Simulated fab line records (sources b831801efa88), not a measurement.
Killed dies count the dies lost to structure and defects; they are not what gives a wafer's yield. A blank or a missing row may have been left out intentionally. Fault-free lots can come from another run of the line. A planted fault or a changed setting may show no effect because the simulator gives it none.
fab line records	flow sky130
record lots=6	wafers=18	lastDay=50
route steps=708 shown VIA2@522 METAL3@532 CAPM@537 PAD_OPEN@708
lots that met no fault: taken from a fault-free run of the same line
startH: hours from the record's first day to the start of the lot's first wafer shown	waitH: time in hours since the lot's previous step	" identical to the entry in the row above	L1.1+2: several wafers, shown together as one row	- no value, or no start was given	* or withheld: withheld	< > ~ a bound
route shown NAME@n: names a module that has steps shown in the file, with the first one's number in the route	usual: mean/standard deviation of fault-free wafers	same: alike in all rows	chamber/n: place in a boat	sites: the reading at each site	_std_site: standard deviation of those values	_edge_site: outer sites' mean less inner sites'	radiusMm: how far each site lies from the wafer's centre	mask NAME#n: copy n	behind: the last tool/chamber to shape the wafer	hold: what put the lot on hold/how long, in hours/how the hold closed	device: names the non-switching transistor (n, p or np)	end of line: the same wafers' tests at the end of the route	a step with no rows: only its recipe	killed: dies that structure and defects cost at the first sort, which is not the same as the wafer's yield	map: the dies of a wafer, with x for killed, . for not killed, _ for no die there
set.NAME: the setting the step ran with; set.NAME@STEP: the setting that earlier step ran with	model.NAME: the simulator's own value behind a step, which no gauge read
certain route steps with their lots: each step a table, each wafer a row
services: a tool's chamber out of use, with start hour (startH, from the record's first day; less than 0 if before it), hours out, and reason
## steps
# step SKY_VIA2_ETCH_15
# recipe target=SiO2	chemistry=C4F8/O2/Ar	targetDepthNm=546	stopOn=TiN	maskMaterial=KrF-thick	sourceW=1500	biasW=1200	pressureMtorr=40	c4f8FlowSccm=withheld	O2_flow_sccm=6	Ar_flow_sccm=300	timeS=84
# usual oesProductAu=0.939/0.0046
lot.wafer	tool	chamber	startH	waitH	oesProductAu	rfHoursCounterH
L924.2	rieDiel-01	2	854.95	0.0	0.944	7
L924.3	"	0	"	"	0.934	5
L924.5	"	1	"	"	0.943	-
L927.2	rieDiel-02	1	881.41	0.0	0.939	0
L927.3	"	0	"	"	0.946	1
L927.4	"	2	"	"	0.943	11
L931.1	rieDiel-01	3	910.81	0.0	0.947	4
L931.3	"	1	"	"	0.943	4
L931.4	"	0	"	"	0.944	6
L937.1	rieDiel-01	2	959.59	0.0	0.932	10
L937.3	"	3	"	"	0.942	5
L937.5	"	0	"	"	0.935	-
L938.1	rieDiel-01	0	961.64	0.0	0.936	8
L938.2	"	3	"	"	0.936	5
L938.5	"	3	"	"	0.936	-
L944.1	rieDiel-04	0	1007.94	0.0	0.945	10
L944.4	"	2	"	"	0.947	11
L944.6	"	1	"	"	0.947	-
# step SKY_VIA2_STRIP_16
# recipe chemistry=O2/N2	powerW=1400	pressureMtorr=1500	platenTempC=withheld	o2FlowSccm=3000	n2FlowSccm=300	overashFraction=0.5
# step SKY_VIA2_STRIP_17
# recipe chemistry=postEtchResidueRemover	timeS=1200	tempC=72.5
# step SKY_VIA2_CLEAN_18
# recipe chemistry=IPA	timeS=180	tempC=25
# step SKY_VIA2_CLEAN_19
# recipe chemistry=O3/DIW	dry=n2Spin
# step SKY_VIA2_SPUTTER_20
# recipe material=TiN	targetThkNm=20	chamberPressurePa=5	powerW=4000	timeS=80
# step SKY_VIA2_CVD_21
# recipe material=W	targetThkNm=420	timeS=126.4	tempC=400	pressureTorr=40
# step SKY_VIA2_RS_MEAS_22
# recipe thkMeasGauge=four-point-probe	reads=W_of_VIA2_CVD_21+TiN_of_VIA2_SPUTTER_20
# usual VIA2_W_RS=0.273/0.0039
lot.wafer	tool	chamber	startH	waitH	VIA2_W_RS[ohm/sq]
L924.2	filmMetro-03	-	855.81	0.1	0.268
L924.3	"	-	"	"	0.271
L924.5	"	-	"	"	0.271
L927.2	filmMetro-01	-	882.31	0.1	0.273
L927.3	"	-	"	"	0.276
L927.4	"	-	"	"	0.270
L931.1	filmMetro-02	-	911.69	0.1	0.274
L931.3	"	-	"	"	0.271
L931.4	"	-	"	"	0.276
L937.1	filmMetro-01	-	960.43	0.1	0.280
L937.3	"	-	"	"	0.275
L937.5	"	-	"	"	0.274
L938.1	filmMetro-01	-	962.49	0.1	0.264
L938.2	"	-	"	"	0.275
L938.5	"	-	"	"	0.266
L944.1	filmMetro-01	-	1009.28	0.1	0.270
L944.4	"	-	"	"	0.267
L944.6	"	-	"	"	0.277
# step SKY_VIA2_THK_MEAS_23
# recipe thkMeasGauge=xrf	reads=W_of_VIA2_CVD_21
# usual VIA2_W_THK=413/6.1
lot.wafer	tool	chamber	startH	waitH	VIA2_W_THK[nm]
L924.2	filmMetro-03	-	855.92	0.1	420
L924.3	"	-	"	"	419
L924.5	"	-	"	"	420
L927.2	filmMetro-01	-	882.42	0.1	412
L927.3	"	-	"	"	408
L927.4	"	-	"	"	419
L931.1	filmMetro-02	-	911.81	0.1	411
L931.3	"	-	"	"	415
L931.4	"	-	"	"	408
L937.1	filmMetro-01	-	960.55	0.1	403
L937.3	"	-	"	"	408
L937.5	"	-	"	"	409
L938.1	filmMetro-01	-	962.61	0.1	427
L938.2	"	-	"	"	409
L938.5	"	-	"	"	421
L944.1	filmMetro-01	-	1009.40	0.1	418
L944.4	"	-	"	"	428
L944.6	"	-	"	"	408
# step SKY_VIA2_CMP_24
# recipe stopOn=SiO2	tOverpolishS=20	downForcePsi=3.5	platenRpm=60	targetThkNm=0	padVelocityMS=0.94248
# step SKY_METAL3_SPUTTER_00
# recipe material=Ti	targetThkNm=15	powerW=3000	timeS=10	chamberPressurePa=0.4
# usual throttleValvePct=30.1/0.52
lot.wafer	tool	chamber	startH	waitH	throttleValvePct
L924.2	pvdSputter-03	-	856.27	0.1	30.7
L924.3	"	-	"	"	30.1
L924.5	"	-	"	"	31.2
L927.2	pvdSputter-01	-	882.77	0.2	29.8
L927.3	"	-	"	"	30.2
L927.4	"	-	"	"	29.3
L931.1	pvdSputter-02	-	912.17	0.1	29.7
L931.3	"	-	"	"	30.0
L931.4	"	-	"	"	29.5
L937.1	pvdSputter-03	-	960.91	0.1	30.9
L937.3	"	-	"	"	30.0
L937.5	"	-	"	"	30.8
L938.1	pvdSputter-03	-	963.14	0.1	30.5
L938.2	"	-	"	"	30.2
L938.5	"	-	"	"	30.2
L944.1	pvdSputter-02	-	1009.76	0.1	29.3
L944.4	"	-	"	"	30.2
L944.6	"	-	"	"	30.0
# step SKY_METAL3_SPUTTER_01
# recipe material=TiN	targetThkNm=20	powerW=6500	timeS=16.7	chamberPressurePa=0.4
# usual throttleValvePct=30.2/0.52
lot.wafer	tool	chamber	startH	waitH	throttleValvePct
L924.2	pvdSputter-03	-	856.29	0.0	30.6
L924.3	"	-	"	"	30.5
L924.5	"	-	"	"	30.9
L927.2	pvdSputter-01	-	882.79	0.0	29.9
L927.3	"	-	"	"	30.0
L927.4	"	-	"	"	29.2
L931.1	pvdSputter-02	-	912.19	0.0	29.9
L931.3	"	-	"	"	29.8
L931.4	"	-	"	"	29.3
L937.1	pvdSputter-03	-	960.94	0.0	31.1
L937.3	"	-	"	"	29.9
L937.5	"	-	"	"	31.3
L938.1	pvdSputter-03	-	963.16	0.0	30.7
L938.2	"	-	"	"	30.3
L938.5	"	-	"	"	30.2
L944.1	pvdSputter-02	-	1009.78	0.0	29.6
L944.4	"	-	"	"	29.9
L944.6	"	-	"	"	29.8
# step SKY_METAL3_SPUTTER_02
# recipe material=AlCu	targetThkNm=735	powerW=10600	timeS=39.1	chamberPressurePa=0.4
# usual throttleValvePct=30.1/0.55
lot.wafer	tool	chamber	startH	waitH	throttleValvePct	model.AlCu_of_METAL3_SPUTTER_02.thkNm
L924.2	pvdSputter-03	-	856.32	0.0	30.6	737.4
L924.3	"	-	"	"	30.1	747.5
L924.5	"	-	"	"	31.0	740.9
L927.2	pvdSputter-01	-	882.82	0.0	29.9	739.6
L927.3	"	-	"	"	30.0	744.1
L927.4	"	-	"	"	29.3	750.5
L931.1	pvdSputter-02	-	912.22	0.0	29.9	738.3
L931.3	"	-	"	"	29.8	742.9
L931.4	"	-	"	"	29.4	742.6
L937.1	pvdSputter-03	-	960.96	0.0	30.6	1162
L937.3	"	-	"	"	30.1	737.8
L937.5	"	-	"	"	30.9	738.7
L938.1	pvdSputter-03	-	963.19	0.0	30.6	1179
L938.2	"	-	"	"	30.1	750.3
L938.5	"	-	"	"	29.9	752.3
L944.1	pvdSputter-02	-	1009.81	0.0	29.3	734.5
L944.4	"	-	"	"	30.2	730.7
L944.6	"	-	"	"	29.7	724.8
# step SKY_METAL3_SPUTTER_03
# recipe material=Ti	targetThkNm=5	powerW=3000	timeS=3.3	chamberPressurePa=0.4
# step SKY_METAL3_SPUTTER_04
# recipe material=TiN	targetThkNm=70	powerW=6500	timeS=58.3	chamberPressurePa=0.4
# usual throttleValvePct=30.1/0.53
lot.wafer	tool	chamber	startH	waitH	throttleValvePct
L924.2	pvdSputter-03	-	856.38	0.0	30.9
L924.3	"	-	"	"	30.5
L924.5	"	-	"	"	30.9
L927.2	pvdSputter-01	-	882.87	0.0	30.1
L927.3	"	-	"	"	30.1
L927.4	"	-	"	"	29.3
L931.1	pvdSputter-02	-	912.27	0.0	29.9
L931.3	"	-	"	"	29.7
L931.4	"	-	"	"	29.4
L937.1	pvdSputter-03	-	961.02	0.0	31.1
L937.3	"	-	"	"	30.3
L937.5	"	-	"	"	30.8
L938.1	pvdSputter-03	-	963.24	0.0	30.7
L938.2	"	-	"	"	30.0
L938.5	"	-	"	"	30.2
L944.1	pvdSputter-02	-	1009.87	0.0	29.4
L944.4	"	-	"	"	30.4
L944.6	"	-	"	"	29.6
# step SKY_CAPM_CVD_00
# recipe material=SiO2	targetThkNm=15.5	tempC=400	timeS=withheld	rfW=450
# usual heaterPowerW=731/66
lot.wafer	tool	chamber	startH	waitH	heaterPowerW
L924.2	pecvd-02	1	856.43	0.0	723
L924.3	"	0	"	"	785
L924.5	"	1	"	"	705
L927.2	pecvd-03	1	882.92	0.0	705
L927.3	"	0	"	"	656
L927.4	"	2	"	"	852
L931.1	pecvd-03	2	912.32	0.0	832
L931.3	"	1	"	"	694
L931.4	"	0	"	"	687
L937.1	pecvd-04	2	961.07	0.0	759
L937.3	"	0	"	"	751
L937.5	"	0	"	"	756
L938.1	pecvd-02	0	963.29	0.0	671
L938.2	"	1	"	"	675
L938.5	"	1	"	"	684
L944.1	pecvd-02	1	1009.92	0.0	642
L944.4	"	0	"	"	702
L944.6	"	0	"	"	728
# step SKY_CAPM_THK_MEAS_01
# recipe reads=SiO2_of_CAPM_CVD_00
# usual CAPM_CVD_00_THK=15.48/0.24
lot.wafer	tool	chamber	startH	waitH	CAPM_CVD_00_THK[nm]
L924.2	filmMetro-04	-	856.46	-	15.17
L924.3	"	-	"	"	15.62
L924.5	"	-	"	"	15.71
L927.2	filmMetro-01	-	882.95	-	15.57
L927.3	"	-	"	"	15.66
L927.4	"	-	"	"	15.86
L931.1	filmMetro-01	-	912.34	-	15.30
L931.3	"	-	"	"	15.22
L931.4	"	-	"	"	15.77
L937.1	filmMetro-04	-	961.09	-	15.64
L937.3	"	-	"	"	15.70
L937.5	"	-	"	"	15.96
L938.1	filmMetro-03	-	963.32	-	15.26
L938.2	"	-	"	"	15.35
L938.5	"	-	"	"	15.51
L944.1	filmMetro-03	-	1009.96	-	15.20
L944.4	"	-	"	"	15.30
L944.6	"	-	"	"	15.40
# step SKY_CAPM_SPUTTER_02
# recipe material=TiN	targetThkNm=200	tempC=300	powerW=6500	timeS=166.7	chamberPressurePa=0.4
# step SKY_CAPM_RS_MEAS_03
# recipe thkMeasGauge=four-point-probe	reads=TiN_of_CAPM_SPUTTER_02
# usual CAPM_TIN_RS=6.92/0.07
lot.wafer	tool	chamber	startH	waitH	CAPM_TIN_RS[ohm/sq]
L924.2	filmMetro-01	-	856.64	0.1	6.84
L924.3	"	-	"	"	6.86
L924.5	"	-	"	"	6.83
L927.2	filmMetro-04	-	883.13	0.1	6.90
L927.3	"	-	"	"	6.94
L927.4	"	-	"	"	6.99
L931.1	filmMetro-04	-	912.51	0.1	6.89
L931.3	"	-	"	"	6.91
L931.4	"	-	"	"	6.85
L937.1	filmMetro-01	-	961.26	0.1	6.97
L937.3	"	-	"	"	6.99
L937.5	"	-	"	"	6.91
L938.1	filmMetro-01	-	963.49	0.1	6.85
L938.2	"	-	"	"	6.85
L938.5	"	-	"	"	6.90
L944.1	filmMetro-01	-	1010.13	0.1	6.85
L944.4	"	-	"	"	6.86
L944.6	"	-	"	"	6.88
# step SKY_CAPM_THK_MEAS_04
# recipe thkMeasGauge=xrf	reads=TiN_of_CAPM_SPUTTER_02
# usual CAPM_TIN_THK=205.4/2.2
lot.wafer	tool	chamber	startH	waitH	CAPM_TIN_THK[nm]
L924.2	filmMetro-01	-	856.75	0.1	206.8
L924.3	"	-	"	"	207.5
L924.5	"	-	"	"	206.6
L927.2	filmMetro-04	-	883.24	0.1	206.4
L927.3	"	-	"	"	206.0
L927.4	"	-	"	"	203.6
L931.1	filmMetro-04	-	912.63	0.1	207.2
L931.3	"	-	"	"	205.1
L931.4	"	-	"	"	207.9
L937.1	filmMetro-01	-	961.38	0.1	204.3
L937.3	"	-	"	"	204.3
L937.5	"	-	"	"	206.6
L938.1	filmMetro-01	-	963.61	0.1	208.4
L938.2	"	-	"	"	207.7
L938.5	"	-	"	"	205.9
L944.1	filmMetro-01	-	1010.25	0.1	207.5
L944.4	"	-	"	"	206.8
L944.6	"	-	"	"	207.2
# step SKY_CAPM_DEHYDRATE_05
# recipe tempC=200	timeS=60
# step SKY_CAPM_HMDS_06
# recipe primeTimeS=60	primeTempC=120
# step SKY_CAPM_COAT_07
# recipe resist=NOVOLAK	spinRpm=3000	resistThkNm=1140
# step SKY_CAPM_SOFTBAKE_08
# recipe tempC=90	timeS=60	resist=NOVOLAK
# step SKY_CAPM_EXPOSE_09
# recipe maskId=CAPM	na=0.6	sourceShape=conventional	sigmaOuter=0.6	polarization=unpolarized	targetCdNm=1000	doseMj=159
# step SKY_CAPM_PEB_10
# recipe tempC=withheld	timeS=*	resist=NOVOLAK
# step SKY_CAPM_DEVELOP_11
# recipe resist=NOVOLAK	developer=TMAH	developTimeS=60	devTempC=23
# step SKY_CAPM_OVL_MEAS_12
# usual CAPM_OVL=-0.4/1.1
lot.wafer	tool	chamber	startH	waitH	CAPM_OVL[nm]
L924.2	overlay-02	-	881.90	0.1	0.8
L924.3	"	-	"	"	0.5
L924.5	"	-	"	"	0.8
L927.2	overlay-02	-	908.30	0.1	-0.3
L927.3	"	-	"	"	-2.6
L927.4	"	-	"	"	-2.5
L931.1	overlay-01	-	936.65	0.1	1.3
L931.3	"	-	"	"	-0.7
L931.4	"	-	"	"	-1.3
L937.1	overlay-01	-	985.30	0.1	0.8
L937.3	"	-	"	"	-1.5
L937.5	"	-	"	"	-0.5
L938.1	overlay-01	-	986.89	0.1	0.1
L938.2	"	-	"	"	1.1
L938.5	"	-	"	"	0.3
L944.1	overlay-01	-	1032.65	0.1	-0.3
L944.4	"	-	"	"	-1.1
L944.6	"	-	"	"	0.7
# step SKY_CAPM_METAL_ETCH_13
# recipe targetDepthNm=220	stopOn=SiO2	chemistry=Cl2/BCl3	target=TiN	pressureMtorr=10	icpW=900	biasW=48.5	Cl2_flow_sccm=60	bcl3FlowSccm=30	timeS=62.9
# step SKY_CAPM_STRIP_14
# recipe chemistry=O2/N2	powerW=1400	pressureMtorr=1500	platenTempC=withheld	o2FlowSccm=3000	n2FlowSccm=300	overashFraction=0.5
# step SKY_CAPM_STRIP_15
# recipe chemistry=postEtchResidueRemover	timeS=1200	tempC=72.5
# step SKY_CAPM_CLEAN_16
# recipe chemistry=IPA	timeS=180	tempC=25
# step SKY_CAPM_CLEAN_17
# recipe chemistry=O3/DIW	dry=n2Spin
# step SKY_METAL3_DEHYDRATE_05
# recipe tempC=200	timeS=60
# step SKY_METAL3_HMDS_06
# recipe primeTimeS=60	primeTempC=120
# step SKY_METAL3_COAT_07
# recipe resist=BARC	tempC=withheld	timeS=withheld	spinRpm=3000	resistThkNm=60
# step SKY_METAL3_COAT_08
# recipe resist=KrF-thick	spinRpm=3000	resistThkNm=1140
# step SKY_METAL3_SOFTBAKE_09
# recipe tempC=100	timeS=90	resist=KrF-thick
# step SKY_METAL3_EXPOSE_10
# recipe maskId=MM3	na=0.68	sourceShape=annular	sigmaInner=0.4	sigmaOuter=0.8	targetCdNm=300	doseMj=28
# step SKY_METAL3_PEB_11
# recipe pebTempC=withheld	pebTimeS=withheld	resist=KrF-thick
# step SKY_METAL3_DEVELOP_12
# recipe developTimeS=60	resist=KrF-thick	devTempC=21
# step SKY_METAL3_CD_MEAS_13
# recipe targetCdNm=300
# usual cdNm=300.4/1.6
lot.wafer	tool	chamber	startH	waitH	cdNm
L924.2	cdSem-01	-	907.67	-	298.1
L924.3	"	-	"	"	300.4
L924.5	"	-	"	"	298.9
L927.2	cdSem-02	-	933.03	-	299.5
L927.3	"	-	"	"	299.6
L927.4	"	-	"	"	298.7
L931.1	cdSem-02	-	961.60	-	299.0
L931.3	"	-	"	"	300.6
L931.4	"	-	"	"	299.5
L937.1	cdSem-02	-	1009.70	-	301.0
L937.3	"	-	"	"	300.3
L937.5	"	-	"	"	300.3
L938.1	cdSem-01	-	1010.31	-	298.5
L938.2	"	-	"	"	301.1
L938.5	"	-	"	"	299.9
L944.1	cdSem-01	-	1055.25	-	304.0
L944.4	"	-	"	"	303.7
L944.6	"	-	"	"	304.2
# step SKY_METAL3_METAL_ETCH_18
# recipe targetDepthA=8450	stopOn=SiO2	overEtchFrac=0.3	timeS=183.1	chemistry=Cl2/BCl3	resistSidewallDeg=88	pressureMtorr=10	icpW=900	biasW=48.5	Cl2_flow_sccm=60	bcl3FlowSccm=30
# usual bcl3FlowSccm=30.00/0.081	drypumpMotorCurrentA=5.6/0.43	oesProductAu=0.868/0.0057	throttleValvePct=22.264/0.01
lot.wafer	tool	chamber	startH	waitH	bcl3FlowSccm	drypumpMotorCurrentA	oesProductAu	rfHoursCounterH	throttleValvePct
L924.2	rieMetal-01	1	907.95	0.0	29.90	5.5	0.867	10	22.281
L924.3	"	1	"	"	30.00	5.5	0.871	-	22.248
L924.5	"	0	"	"	30.19	5.6	0.866	-	22.279
L927.2	rieMetal-01	1	933.32	0.0	29.96	5.5	0.862	11	22.256
L927.3	"	1	"	"	29.99	5.5	0.873	-	22.267
L927.4	"	0	"	"	30.11	5.7	0.881	-	22.268
L931.1	rieMetal-01	0	961.90	0.0	30.02	5.6	0.871	7	22.260
L931.3	"	0	"	"	30.01	5.6	0.874	-	22.261
L931.4	"	1	"	"	29.88	5.4	0.866	-	22.277
L937.1	rieMetal-03	0	1010.00	0.0	30.01	6.2	0.992	23	22.269
L937.3	"	1	"	"	29.96	5.1	0.859	-	22.274
L937.5	"	0	"	"	30.05	6.2	0.867	-	22.242
L938.1	rieMetal-04	0	1010.62	0.0	30.10	6.1	1.005	16	22.273
L938.2	"	1	"	"	29.90	5.2	0.885	4	22.250
L938.5	"	1	"	"	30.11	5.2	0.878	-	22.274
L944.1	rieMetal-01	1	1055.55	0.0	30.09	5.5	0.866	17	22.267
L944.4	"	1	"	"	30.13	5.5	0.861	-	22.277
L944.6	"	1	"	"	30.07	5.5	0.867	-	22.279
# step SKY_PAD_OPEN_PROBE_99
# usual defectLimitedYield=82.2/1.9	killed_at_M0_to_M3=45/7.3	killed_at_M4_up=3.1/1.7	killedAtContacts=25/5.1	killedAtFrontEnd=15/4.5	killedAtOther=0.3/0.56	killedDies=88/9.4	killedOnRim=17/4.3	killedOpen=47/6.6	killedShort=40/6.9	sort_bin_3_pad_short=0.9/0.46	sort_bin_5_function=10.5/1.5	sort_bin_6_memory=6.4/1.1	sortNPass=404/9.4	sortYieldPct=82.2/1.9
# same grossDies=492	killedAtBackSide=0	sort_bin_4_leakage[%]=0	sort_bin_8_speed[%]=0
lot.wafer	tool	chamber	startH	waitH	defectLimitedYield[%]	killed_at_M0_to_M3	killed_at_M4_up	killedAtContacts	killedAtFrontEnd	killedAtOther	killedDies	killedOnRim	killedOpen	killedShort	sort_bin_3_pad_short[%]	sort_bin_5_function[%]	sort_bin_6_memory[%]	sortNPass	sortYieldPct[%]
L924.2	prober-02	-	1080.30	0.1	82.9	44	4	25	11	0	84	14	38	44	0.6	10.0	6.5	408	82.9
L924.3	prober-02	-	1080.35	0.2	76.8	66	4	27	17	0	114	15	65	49	1.0	16.1	6.1	378	76.8
L924.5	prober-02	-	1080.45	0.2	82.1	42	2	27	17	0	88	8	36	51	1.6	10.0	6.3	404	82.1
L927.2	prober-01	-	1101.51	0.1	80.5	50	2	33	11	0	96	21	50	46	2.0	10.2	7.3	396	80.5
L927.3	prober-01	-	1101.56	0.2	82.5	45	3	17	21	0	86	21	48	38	0.6	10.4	6.5	406	82.5
L927.4	prober-01	-	1101.61	0.2	84.3	44	3	22	8	0	77	15	43	34	0.4	10.6	4.7	415	84.3
L931.3	prober-02	-	1124.81	0.2	82.1	48	2	21	14	3	88	12	41	45	1.0	11.0	5.9	404	82.1
L937.1	prober-02	-	1163.61	0.1	0	459	2	16	15	0	492	96	36	43	0.8	93.1	6.1	0	0
L937.3	prober-02	-	1163.71	0.2	81.5	37	4	33	17	0	91	14	48	43	2.2	9.1	7.1	401	81.5
L937.5	prober-02	-	1163.81	0.2	84.1	31	4	29	14	0	78	10	42	36	0.8	8.7	6.3	414	84.1
L938.1	prober-01	-	1164.52	0.1	0	454	3	19	16	0	492	96	40	46	0.6	91.1	8.3	0	0
# killed by level:class
L924.2 CONTACT:geometricParticle:open=10 VIA1:geometricParticle:open=10 METAL1:geometricParticle:short=7 POLY_GATE:geometricParticle:short=6 CONTACT:geometricParticle:short=5 LI_CONTACT:geometricParticle:open=4 VIA1:geometricParticle:short=4 METAL2:geometricParticle:short=4
L924.3 VIA1:geometricParticle:open=20 METAL2:geometricParticle:short=11 VIA2:geometricParticle:open=10 VIA3:geometricParticle:open=10 CONTACT:geometricParticle:short=8 CONTACT:geometricParticle:open=8 LOCAL_INTERCONNECT:geometricParticle:short=6 FIELD_ISO:geometricParticle:open=4
L924.5 CONTACT:geometricParticle:open=11 VIA1:geometricParticle:short=9 VIA1:geometricParticle:open=9 VIA2:geometricParticle:open=7 CONTACT:geometricParticle:short=6 FIELD_ISO:geometricParticle:short=5 POLY_GATE:geometricParticle:short=5 LI_CONTACT:geometricParticle:short=5
L927.2 LI_CONTACT:geometricParticle:open=12 VIA1:geometricParticle:open=9 CONTACT:geometricParticle:open=8 VIA3:geometricParticle:open=8 VIA1:geometricParticle:short=7 METAL2:geometricParticle:short=6 METAL1:geometricParticle:short=5 CONTACT:geometricParticle:short=5
L927.3 VIA1:geometricParticle:open=13 POLY_GATE:geometricParticle:open=8 VIA2:geometricParticle:open=7 FIELD_ISO:geometricParticle:short=5 METAL1:geometricParticle:short=5 METAL2:geometricParticle:short=5 VIA3:geometricParticle:open=5 LI_CONTACT:geometricParticle:short=4
L927.4 CONTACT:geometricParticle:open=13 VIA1:geometricParticle:open=9 VIA3:geometricParticle:open=9 METAL2:geometricParticle:short=6 VIA1:geometricParticle:short=4 VIA2:geometricParticle:short=4 VIA2:geometricParticle:open=4 FIELD_ISO:geometricParticle:short=3
L931.3 LI_CONTACT:geometricParticle:open=9 METAL2:geometricParticle:short=8 VIA3:geometricParticle:open=7 CONTACT:geometricParticle:short=6 VIA2:geometricParticle:open=6 FIELD_ISO:geometricParticle:open=5 METAL1:geometricParticle:short=5 VIA1:geometricParticle:short=5
L937.1 METAL3:areaEtch=413 VIA1:geometricParticle:open=12 POLY_GATE:geometricParticle:short=9 METAL2:geometricParticle:short=8 VIA2:geometricParticle:open=6 LI_CONTACT:geometricParticle:open=4 CONTACT:geometricParticle:open=4 VIA1:geometricParticle:short=4
L937.3 LI_CONTACT:geometricParticle:open=10 CONTACT:geometricParticle:open=9 VIA1:geometricParticle:open=8 FIELD_ISO:geometricParticle:short=6 CONTACT:geometricParticle:short=6 LOCAL_INTERCONNECT:geometricParticle:short=5 VIA2:geometricParticle:open=5 POLY_GATE:geometricParticle:open=4
L937.5 CONTACT:geometricParticle:open=9 LI_CONTACT:geometricParticle:open=8 VIA1:geometricParticle:open=6 LOCAL_INTERCONNECT:geometricParticle:short=5 METAL1:geometricParticle:short=5 CONTACT:geometricParticle:short=4 FIELD_ISO:geometricParticle:short=3 POLY_GATE:geometricParticle:open=3
L938.1 METAL3:areaEtch=406 METAL1:geometricParticle:short=10 LI_CONTACT:geometricParticle:open=8 VIA1:geometricParticle:open=7 VIA3:geometricParticle:open=6 VIA3:geometricParticle:short=5 METAL2:geometricParticle:short=5 FIELD_ISO:geometricParticle:short=4
# map L937.1 (x killed, . not)
__________xxxxxxxxxx_________
________xxxxxxxxxxxxxx_______
______xxxxxxxxxxxxxxxxxx_____
_____xxxxxxxxxxxxxxxxxxxx____
____xxxxxxxxxxxxxxxxxxxxxx___
___xxxxxxxxxxxxxxxxxxxxxxxx__
__xxxxxxxxxxxxxxxxxxxxxxxxxx_
_xxxxxxxxxxxxxxxxxxxxxxxxxxxx
_xxxxxxxxxxxxxxxxxxxxxxxxxxxx
_xxxxxxxxxxxxxxxxxxxxxxxxxxxx
_xxxxxxxxxxxxxxxxxxxxxxxxxxxx
_xxxxxxxxxxxxxxxxxxxxxxxxxxxx
_xxxxxxxxxxxxxxxxxxxxxxxxxxxx
_xxxxxxxxxxxxxxxxxxxxxxxxxxxx
_xxxxxxxxxxxxxxxxxxxxxxxxxxxx
__xxxxxxxxxxxxxxxxxxxxxxxxxx_
___xxxxxxxxxxxxxxxxxxxxxxxx__
____xxxxxxxxxxxxxxxxxxxxxx___
_____xxxxxxxxxxxxxxxxxxxx____
______xxxxxxxxxxxxxxxxxx_____
________xxxxxxxxxxxxxx_______
__________xxxxxxxxxx_________
# map L938.1 (x killed, . not)
__________xxxxxxxxxx_________
________xxxxxxxxxxxxxx_______
______xxxxxxxxxxxxxxxxxx_____
_____xxxxxxxxxxxxxxxxxxxx____
____xxxxxxxxxxxxxxxxxxxxxx___
___xxxxxxxxxxxxxxxxxxxxxxxx__
__xxxxxxxxxxxxxxxxxxxxxxxxxx_
_xxxxxxxxxxxxxxxxxxxxxxxxxxxx
_xxxxxxxxxxxxxxxxxxxxxxxxxxxx
_xxxxxxxxxxxxxxxxxxxxxxxxxxxx
_xxxxxxxxxxxxxxxxxxxxxxxxxxxx
_xxxxxxxxxxxxxxxxxxxxxxxxxxxx
_xxxxxxxxxxxxxxxxxxxxxxxxxxxx
_xxxxxxxxxxxxxxxxxxxxxxxxxxxx
_xxxxxxxxxxxxxxxxxxxxxxxxxxxx
__xxxxxxxxxxxxxxxxxxxxxxxxxx_
___xxxxxxxxxxxxxxxxxxxxxxxx__
____xxxxxxxxxxxxxxxxxxxxxx___
_____xxxxxxxxxxxxxxxxxxxx____
______xxxxxxxxxxxxxxxxxx_____
________xxxxxxxxxxxxxx_______
__________xxxxxxxxxx_________
## services
tool	chamber	startH	hours	kind
rieDiel-04	2	835.11	3.0	repair
pvdSputter-02	-	836.78	1.7	repair
pecvd-03	0	837.00	6.0	repair
pvdSputter-02	-	838.46	6.8	repair
rieDiel-01	3	852.59	22.6	repair
rieDiel-04	1	875.24	8.5	repair
rieMetal-03	-	878.92	0.6	repair
rieDiel-01	1	882.89	10.8	repair
pvdSputter-03	-	885.50	1.1	repair
rieMetal-04	1	887.75	8.3	repair
pecvd-02	2	889.52	128.5	repair
pvdSputter-02	-	942.03	25.1	repair
rieMetal-01	-	946.37	10.0	pm
pecvd-03	-	947.88	5.5	pm
pecvd-03	0	954.39	17.0	repair
rieDiel-01	1	956.09	9.2	repair
pecvd-03	1	958.62	5.0	repair
pecvd-02	-	968.26	1.5	repair
rieMetal-01	-	970.27	15.6	pm
pecvd-03	-	1019.37	77.8	repair
pecvd-02	-	1038.53	1.5	repair
pecvd-03	-	1046.92	0.3	repair
pvdSputter-02	-	1051.37	2.1	repair
rieMetal-01	0	1054.41	21.0	repair
## key
firstSign step=SKY_METAL3_METAL_ETCH_18	reading=oesProductAu	direction=up	sigmas=23	usual=0.868	struck=0.999
effect step=SKY_PAD_OPEN_PROBE_99	reading=killed_at_M0_to_M3	direction=up	sigmas=57	usual=45	struck=456
modelEffect step=SKY_METAL3_SPUTTER_02	value=AlCu_of_METAL3_SPUTTER_02.thkNm	without=741.7	struck=1170
moreKillsBornAt SKY_METAL3_METAL_ETCH_18@rieMetal-03=413	SKY_METAL3_METAL_ETCH_18@rieMetal-04=406
metAt SKY_METAL3_SPUTTER_02
struckWafers L937.1,L938.1
laterRowsLeftOut L937.1,L938.1
onsetBetween 856.32 960.96
fault kind=processParameterDrift	tool=pvdSputter-03	chamber=-	onsetH=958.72	steps=SKY_METAL3_SPUTTER_02	channel=targetThkNm	offset=428.42	shape=step	endH=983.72	scope=struckWafersOnly	actsIn=theseRecipesOnly	stated=735
# laterRowsLeftOut: the simulator's readings of these wafers behind a module that went badly wrong aren't trusted and aren't shown, but for the sort
